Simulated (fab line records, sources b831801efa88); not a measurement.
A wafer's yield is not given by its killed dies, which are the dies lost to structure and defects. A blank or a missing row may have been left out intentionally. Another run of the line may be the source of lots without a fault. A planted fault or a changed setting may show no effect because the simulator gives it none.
fab line records -- flow sky130
record lots=12, wafers=36, last_day=50
route steps=708 shown LDD_HVN@274 LDD_HVP@285 SPACER@306 SD_P@324 PAD_OPEN@708
lots that met no fault: taken from a fault-free run of the same line
start_h: hours from the record's first day to the start of the lot's first wafer shown -- wait_h: hours since the lot's step before -- " repeats the value in the row above -- L1.1+2: a single row standing in for several wafers -- - either no value or no given start -- * or withheld: withheld -- < > ~ a bound
route shown NAME@n: names a module that has steps shown in the file, with the first one's number in the route -- usual: mean/standard deviation taken from wafers without a fault -- same: alike in all rows -- chamber/n: place in a boat -- sites: per-site readings -- _std_site: standard deviation of those values -- _edge_site: mean of outer sites minus mean of inner sites -- radius_mm: for every site, how far away it sits from the centre of the wafer -- mask NAME#n: copy n -- behind: the last tool/chamber to shape the wafer -- hold: reason for holding the lot/hours on hold/outcome of the hold -- device: names the non-switching transistor (n, p or np) -- end of line: tests run on the same wafers once the route is complete -- a step given without rows: its recipe and nothing more -- killed: the dies lost at the first sort to structure and to defects; this is not the yield of the wafer -- map: per-die view of a wafer (x killed, . not killed, _ where there is no die)
set.NAME: the setting as run; set.NAME@STEP: as run at that earlier step -- model.NAME: the simulator's own value behind a step, which no gauge read
one table for each step of the route and one row for each wafer, over a sample of lots
services: the hour from which a tool's chamber was out of use, counted from the record's first day as start_h (under 0 if before that day), plus the number of hours and why
## steps
# step SKY_LDD_HVN_OVL_MEAS_07
# usual LDD_HVN_OVL=0.5/1.2
lot.wafer,tool,chamber,start_h,wait_h,LDD_HVN_OVL[nm]
L366.3,overlay-02,-,486.35,0.1,1.5
L366.4,overlay-02,-,486.35,0.1,0.9
L366.5,overlay-02,-,486.35,0.1,0.0
L368.4,overlay-01,-,507.15,0.1,0.0
L368.5,overlay-01,-,507.15,0.1,2.9
L368.6,overlay-01,-,507.15,0.1,-0.4
L369.1,overlay-01,-,509.35,0.1,0.8
L369.2,overlay-01,-,509.35,0.1,-0.2
L369.6,overlay-01,-,509.35,0.1,-0.2
L371.1,overlay-02,-,518.55,0.1,0.3
L371.3,overlay-02,-,518.55,0.1,1.0
L371.6,overlay-02,-,518.55,0.1,0.7
L377.1,overlay-02,-,568.83,0.1,3.6
L377.2,overlay-02,-,568.83,0.1,3.7
L377.3,overlay-02,-,568.83,0.1,2.1
L383.1,overlay-02,-,612.59,0.1,-1.2
L383.3,overlay-02,-,612.59,0.1,-0.1
L383.6,overlay-02,-,612.59,0.1,-0.6
L382.1,overlay-02,-,613.19,0.1,4.0
L382.3,overlay-02,-,613.19,0.1,2.6
L382.6,overlay-02,-,613.19,0.1,3.5
L384.1,overlay-02,-,620.84,0.1,1.4
L384.5,overlay-02,-,620.84,0.1,0.4
L384.6,overlay-02,-,620.84,0.1,-1.7
L385.2,overlay-01,-,631.31,0.1,-0.6
L385.3,overlay-01,-,631.31,0.1,1.2
L385.6,overlay-01,-,631.31,0.1,-0.6
L387.2,overlay-01,-,651.84,0.1,-0.1
L387.4,overlay-01,-,651.84,0.1,1.6
L387.5,overlay-01,-,651.84,0.1,-0.3
L388.3,overlay-02,-,655.95,0.1,0.9
L388.4,overlay-02,-,655.95,0.1,0.9
L388.5,overlay-02,-,655.95,0.1,0.0
L389.1,overlay-02,-,659.33,0.1,-0.9
L389.3,overlay-02,-,659.33,0.1,0.4
L389.5,overlay-02,-,659.33,0.1,-1.0
# step SKY_LDD_HVP_OVL_MEAS_07
# usual LDD_HVP_OVL=0.4/1.3
lot.wafer,tool,chamber,start_h,wait_h,LDD_HVP_OVL[nm]
L366.3,overlay-02,-,517.10,0.1,2.0
L366.4,overlay-02,-,517.10,0.1,4.1
L366.5,overlay-02,-,517.10,0.1,-0.7
L368.4,overlay-01,-,537.53,0.1,2.6
L368.5,overlay-01,-,537.53,0.1,1.3
L368.6,overlay-01,-,537.53,0.1,0.7
L369.1,overlay-01,-,539.59,0.1,0.0
L369.2,overlay-01,-,539.59,0.1,-0.4
L369.6,overlay-01,-,539.59,0.1,-0.8
L371.1,overlay-02,-,548.44,0.1,2.2
L371.3,overlay-02,-,548.44,0.1,1.4
L371.6,overlay-02,-,548.44,0.1,1.9
L377.1,overlay-01,-,597.61,0.1,-1.1
L377.2,overlay-01,-,597.61,0.1,-1.5
L377.3,overlay-01,-,597.61,0.1,0.5
L383.1,overlay-01,-,641.71,0.1,1.5
L383.3,overlay-01,-,641.71,0.1,0.2
L383.6,overlay-01,-,641.71,0.1,0.8
L382.1,overlay-02,-,642.33,0.1,0.5
L382.3,overlay-02,-,642.33,0.1,-0.1
L382.6,overlay-02,-,642.33,0.1,0.8
L384.1,overlay-02,-,649.71,0.1,0.1
L384.5,overlay-02,-,649.71,0.1,-0.1
L384.6,overlay-02,-,649.71,0.1,-1.6
L385.2,overlay-02,-,660.43,0.1,0.9
L385.3,overlay-02,-,660.43,0.1,1.3
L385.6,overlay-02,-,660.43,0.1,-1.3
L387.2,overlay-01,-,680.42,0.1,1.0
L387.4,overlay-01,-,680.42,0.1,-1.1
L387.5,overlay-01,-,680.42,0.1,0.4
L388.3,overlay-01,-,684.10,0.1,-1.7
L388.4,overlay-01,-,684.10,0.1,-1.8
L388.5,overlay-01,-,684.10,0.1,-1.7
L389.1,overlay-01,-,687.39,0.1,0.6
L389.3,overlay-01,-,687.39,0.1,3.0
L389.5,overlay-01,-,687.39,0.1,3.0
# step SKY_SPACER_ETCHBACK_02
# recipe chemistry=CH3F/O2, target=Si3N4, stop_on=SiO2, source_w=400, bias_w=80, pressure_mtorr=25, ch3f_flow_sccm=40, O2_flow_sccm=30, time_s=46.7, target_depth_a=450
# usual drypump_motor_current_A=5.8/0.49, oes_product_au=0.857/0.0066, throttle_valve_pct=10.562/0.0091
lot.wafer,tool,chamber,start_h,wait_h,drypump_motor_current_A,oes_product_au,rf_hours_counter_h,throttle_valve_pct
L366.3,rie_diel-02,3,549.21,0.0,5.2,0.852,28,10.562
L366.4,rie_diel-02,0,549.21,0.0,6.5,0.849,16,10.570
L366.5,rie_diel-02,2,549.21,0.0,5.5,0.867,-,10.554
L368.4,rie_diel-04,1,570.31,0.0,5.7,0.856,-,10.571
L368.5,rie_diel-04,3,570.31,0.0,6.1,0.854,-,10.553
L368.6,rie_diel-04,2,570.31,0.0,6.2,0.852,-,10.567
L369.1,rie_diel-04,2,572.10,0.1,6.2,0.849,7,10.573
L369.2,rie_diel-04,1,572.10,0.1,5.7,0.854,61,10.567
L369.6,rie_diel-04,3,572.10,0.1,6.1,0.862,-,10.558
L371.1,rie_diel-02,0,580.16,0.1,6.5,0.852,17,10.555
L371.3,rie_diel-02,2,580.16,0.1,5.5,0.859,10,10.554
L371.6,rie_diel-02,3,580.16,0.1,5.2,0.863,-,10.551
L377.1,rie_diel-04,2,628.47,0.1,6.3,0.866,8,10.569
L377.2,rie_diel-04,1,628.47,0.1,5.7,0.863,63,10.554
L377.3,rie_diel-04,0,628.47,0.1,5.1,0.864,1,10.575
L383.1,rie_diel-04,2,671.56,0.1,6.3,0.861,9,10.578
L383.3,rie_diel-04,3,671.56,0.1,6.2,0.856,23,10.570
L383.6,rie_diel-04,2,671.56,0.1,6.3,0.847,-,10.572
L382.1,rie_diel-02,3,672.76,0.1,5.2,0.855,30,10.571
L382.3,rie_diel-02,2,672.76,0.1,5.5,0.847,12,10.545
L382.6,rie_diel-02,2,672.76,0.1,5.5,0.855,-,10.548
L384.1,rie_diel-04,3,679.08,0.1,6.1,0.849,23,10.566
L384.5,rie_diel-04,2,679.08,0.1,6.3,0.851,-,10.563
L384.6,rie_diel-04,1,679.08,0.1,5.7,0.865,-,10.569
L385.2,rie_diel-02,0,691.96,0.0,6.5,0.852,19,10.561
L385.3,rie_diel-02,3,691.96,0.0,5.2,0.862,31,10.589
L385.6,rie_diel-02,0,691.96,0.0,6.5,0.853,-,10.574
L387.2,rie_diel-02,2,710.01,0.0,5.5,0.878,12,10.550
L387.4,rie_diel-02,1,710.01,0.0,5.3,0.859,4,10.553
L387.5,rie_diel-02,0,710.01,0.0,6.5,0.872,-,10.587
L388.3,rie_diel-02,2,715.41,0.0,5.5,0.852,12,10.564
L388.4,rie_diel-02,3,715.41,0.0,5.2,0.857,31,10.576
L388.5,rie_diel-02,3,715.41,0.0,5.2,0.869,-,10.552
L389.1,rie_diel-02,2,718.21,0.1,5.5,0.852,12,10.557
L389.3,rie_diel-02,1,718.21,0.1,5.2,0.848,4,10.570
L389.5,rie_diel-02,2,718.21,0.1,5.5,0.853,-,10.564
# step SKY_SD_P_EXPOSE_04
# recipe mask_id=PSDM, na=0.6, source_shape=conventional, sigma_outer=0.6, polarization=unpolarized, target_cd_nm=380, dose_mj=138
lot.wafer,tool,chamber,start_h,wait_h,mask
L366.3+4+5,iline_stepper-01,0,593.82,-,PSDM#0
L368.4+5+6,iline_stepper-02,0,614.69,-,PSDM#0
L369.1+2+6,iline_stepper-01,0,616.27,-,PSDM#0
L371.1+3+6,iline_stepper-01,0,624.20,-,PSDM#0
L377.1+2+3,iline_stepper-01,0,671.26,-,PSDM_R1#0
L383.1+3+6,iline_stepper-02,0,713.56,-,PSDM#0
L382.1+3+6,iline_stepper-02,0,715.34,-,PSDM#0
L384.1+5+6,iline_stepper-02,0,720.53,-,PSDM#0
L385.2+3+6,iline_stepper-02,0,733.60,-,PSDM#0
L387.2+4+5,iline_stepper-01,0,751.08,-,PSDM#0
L388.3+4+5,iline_stepper-02,0,756.97,-,PSDM#0
L389.1+3+5,iline_stepper-02,0,760.10,-,PSDM#0
# step SKY_SD_P_CD_MEAS_07
# recipe target_cd_nm=380
# usual cd_nm=381.0/2.1
lot.wafer,tool,chamber,start_h,wait_h,hold,cd_nm
L366.3,cd_sem-02,-,608.42,0.1,-,381.7
L366.4,cd_sem-02,-,608.42,0.1,-,382.3
L366.5,cd_sem-02,-,608.42,0.1,-,380.8
L368.4,cd_sem-01,-,629.14,0.1,-,384.0
L368.5,cd_sem-01,-,629.14,0.1,-,380.6
L368.6,cd_sem-01,-,629.14,0.1,-,383.1
L369.1,cd_sem-01,-,630.35,0.1,-,381.7
L369.2,cd_sem-01,-,630.35,0.1,-,380.0
L369.6,cd_sem-01,-,630.35,0.1,-,377.7
L371.1,cd_sem-02,-,638.69,0.1,-,381.7
L371.3,cd_sem-02,-,638.69,0.1,-,379.7
L371.6,cd_sem-02,-,638.69,0.1,-,382.6
L377.1,cd_sem-01,-,684.99,0.1,await_dispo/0.2h/release,406.1
L377.2,cd_sem-01,-,684.99,0.1,await_dispo/0.2h/release,407.5
L377.3,cd_sem-01,-,684.99,0.1,await_dispo/0.2h/release,405.3
L377.1,cd_sem-01,-,685.27,0.3,-,406.1
L377.2,cd_sem-01,-,685.27,0.3,-,407.7
L377.3,cd_sem-01,-,685.27,0.3,-,404.9
L383.1,cd_sem-01,-,726.58,0.1,-,382.5
L383.3,cd_sem-01,-,726.58,0.1,-,385.6
L383.6,cd_sem-01,-,726.58,0.1,-,383.1
L382.1,cd_sem-02,-,728.49,0.1,-,378.2
L382.3,cd_sem-02,-,728.49,0.1,-,376.7
L382.6,cd_sem-02,-,728.49,0.1,-,378.7
L384.1,cd_sem-01,-,734.03,0.1,-,379.6
L384.5,cd_sem-01,-,734.03,0.1,-,380.0
L384.6,cd_sem-01,-,734.03,0.1,-,381.6
L385.2,cd_sem-01,-,746.71,0.1,-,376.4
L385.3,cd_sem-01,-,746.71,0.1,-,376.1
L385.6,cd_sem-01,-,746.71,0.1,-,377.3
L387.2,cd_sem-02,-,764.50,0.1,-,379.5
L387.4,cd_sem-02,-,764.50,0.1,-,379.5
L387.5,cd_sem-02,-,764.50,0.1,-,380.1
L388.3,cd_sem-01,-,769.98,0.1,-,382.0
L388.4,cd_sem-01,-,769.98,0.1,-,382.0
L388.5,cd_sem-01,-,769.98,0.1,-,379.7
L389.1,cd_sem-02,-,773.19,0.1,-,381.1
L389.3,cd_sem-02,-,773.19,0.1,-,380.3
L389.5,cd_sem-02,-,773.19,0.1,-,383.4
# step SKY_PAD_OPEN_PROBE_99
# usual killed_at_M0_to_M3=43/7, killed_at_M4_up=3.1/1.9, killed_at_contacts=25/6.1, killed_at_front_end=15/4.5, killed_at_other=0.3/0.55, killed_dies=87/8.9, killed_on_rim=17/4, killed_open=47/6.4, killed_short=40/6.6
# same gross_dies=492, killed_at_back_side=0
lot.wafer,tool,chamber,start_h,wait_h,killed_at_M0_to_M3,killed_at_M4_up,killed_at_contacts,killed_at_front_end,killed_at_other,killed_dies,killed_on_rim,killed_open,killed_short
L377.1,prober-01,-,1146.02,0.1,43,4,16,10,0,73,18,42,31
L377.2,prober-01,-,1146.07,0.1,45,1,17,7,1,71,13,36,34
L377.3,prober-01,-,1146.12,0.2,29,1,24,21,0,75,14,37,37
L384.1,prober-01,-,1178.39,0.1,45,2,29,18,0,94,17,46,46
L384.5,prober-01,-,1178.59,0.2,45,4,14,8,0,71,10,40,30
L384.6,prober-01,-,1178.64,0.2,35,5,35,11,0,86,20,46,40
L382.1,prober-02,-,1178.56,0.1,53,1,24,17,0,95,21,49,46
L382.3,prober-02,-,1178.66,0.2,44,2,21,14,2,83,13,39,44
L382.6,prober-02,-,1178.81,0.2,46,3,22,16,0,87,15,44,43
# killed by level:class
L377.1 VIA1:geometric_particle:open=11 METAL2:geometric_particle:short=7 LI_CONTACT:geometric_particle:open=6 CONTACT:geometric_particle:open=5 METAL1:geometric_particle:short=5 VIA2:geometric_particle:open=5 FIELD_ISO:geometric_particle:open=4 VIA3:geometric_particle:open=3
L377.2 VIA2:geometric_particle:open=11 LI_CONTACT:geometric_particle:open=7 METAL1:geometric_particle:short=6 VIA1:geometric_particle:open=6 METAL2:geometric_particle:short=5 VIA3:geometric_particle:open=5 CONTACT:geometric_particle:open=4 VIA1:geometric_particle:short=4
L377.3 CONTACT:geometric_particle:open=8 POLY_GATE:geometric_particle:open=6 CONTACT:geometric_particle:short=6 VIA2:geometric_particle:open=6 POLY_GATE:geometric_particle:short=4 LOCAL_INTERCONNECT:geometric_particle:short=4 VIA1:geometric_particle:short=4 VIA1:geometric_particle:open=4
L384.1 VIA1:geometric_particle:open=13 LI_CONTACT:geometric_particle:open=8 LOCAL_INTERCONNECT:geometric_particle:short=7 VIA2:geometric_particle:open=6 CONTACT:geometric_particle:short=6 POLY_GATE:geometric_particle:short=5 METAL2:geometric_particle:short=5 FIELD_ISO:geometric_particle:short=4
L382.1 CONTACT:geometric_particle:open=8 VIA1:geometric_particle:open=8 METAL2:geometric_particle:short=8 LI_CONTACT:geometric_particle:open=7 VIA1:geometric_particle:short=7 VIA2:geometric_particle:open=7 FIELD_ISO:geometric_particle:open=5 POLY_GATE:geometric_particle:short=5
L384.5 VIA2:geometric_particle:open=10 METAL2:geometric_particle:short=10 VIA1:geometric_particle:open=10 VIA3:geometric_particle:open=7 LOCAL_INTERCONNECT:geometric_particle:short=4 LI_CONTACT:geometric_particle:open=3 CONTACT:geometric_particle:open=3 VIA2:geometric_particle:short=3
L384.6 CONTACT:geometric_particle:open=14 CONTACT:geometric_particle:short=8 VIA1:geometric_particle:open=8 LI_CONTACT:geometric_particle:open=7 FIELD_ISO:geometric_particle:open=4 METAL2:geometric_particle:short=4 METAL3:geometric_particle:short=4 VIA2:geometric_particle:short=4
L382.3 VIA2:geometric_particle:open=7 FIELD_ISO:geometric_particle:open=6 CONTACT:geometric_particle:short=6 VIA3:geometric_particle:open=6 METAL2:geometric_particle:short=6 CONTACT:geometric_particle:open=5 METAL1:geometric_particle:short=5 VIA1:geometric_particle:short=5
L382.6 VIA1:geometric_particle:open=14 FIELD_ISO:geometric_particle:short=7 CONTACT:geometric_particle:short=6 VIA1:geometric_particle:short=6 LI_CONTACT:geometric_particle:open=5 CONTACT:geometric_particle:open=5 VIA2:geometric_particle:open=5 FIELD_ISO:geometric_particle:open=4
## services
tool,chamber,start_h,hours,kind
iline_stepper-01,-,529.61,3.6,repair
rie_diel-04,0,567.39,-,clean
rie_diel-04,0,567.39,18.1,scheduled_down
rie_diel-04,0,567.39,18.1,vent_cycle
iline_stepper-01,-,600.91,2.1,pm
iline_stepper-01,-,602.99,-,consumable_replace:lamp
iline_stepper-01,-,605.43,1.7,pm
iline_stepper-01,0,621.76,-,calibration
rie_diel-02,-,631.89,0.5,repair
rie_diel-02,1,648.00,7.1,repair
rie_diel-04,-,652.39,2.8,pm
rie_diel-04,1,658.78,-,clean
rie_diel-04,1,658.78,18.9,scheduled_down
rie_diel-04,1,658.78,18.9,vent_cycle
iline_stepper-02,-,665.16,1.3,repair
rie_diel-02,1,669.45,9.1,repair
iline_stepper-01,-,679.26,10.7,repair
rie_diel-02,2,682.18,26.2,repair
iline_stepper-02,0,684.28,-,calibration
rie_diel-04,0,710.45,7.2,repair
iline_stepper-02,-,721.62,3.1,repair
iline_stepper-02,-,742.49,1.7,pm
rie_diel-02,2,759.63,2.4,repair
## key
first_sign step=SKY_SD_P_EXPOSE_04, reading=mask, direction=changed
effect step=SKY_SD_P_CD_MEAS_07, reading=visit, direction=added
effect step=SKY_SD_P_CD_MEAS_07, reading=cd_nm, direction=up, sigmas=12, usual=381.0, struck=406.3
met_at SKY_SD_P_EXPOSE_04
struck_lots L377
tester_left_out L377
not_acting_at SKY_LDD_HVN_OVL_MEAS_07,SKY_LDD_HVP_OVL_MEAS_07,SKY_SPACER_ETCHBACK_02
onset_between 624.20 671.26
fault kind=wrong_mask, tool=any, chamber=-, onset_h=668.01, steps=SKY_SD_P_EXPOSE_04, aux_copy=PSDM_R1#0, cd_offset_nm=27, scope=struck_lots_only
# tester_left_out: of these lots the tester's yield and bins aren't shown, on N5 and GAA mostly nor the transistor test; their killed dies are dies lost to structure and defects alone, not to doping, threshold or leakage, so they don't give the yield
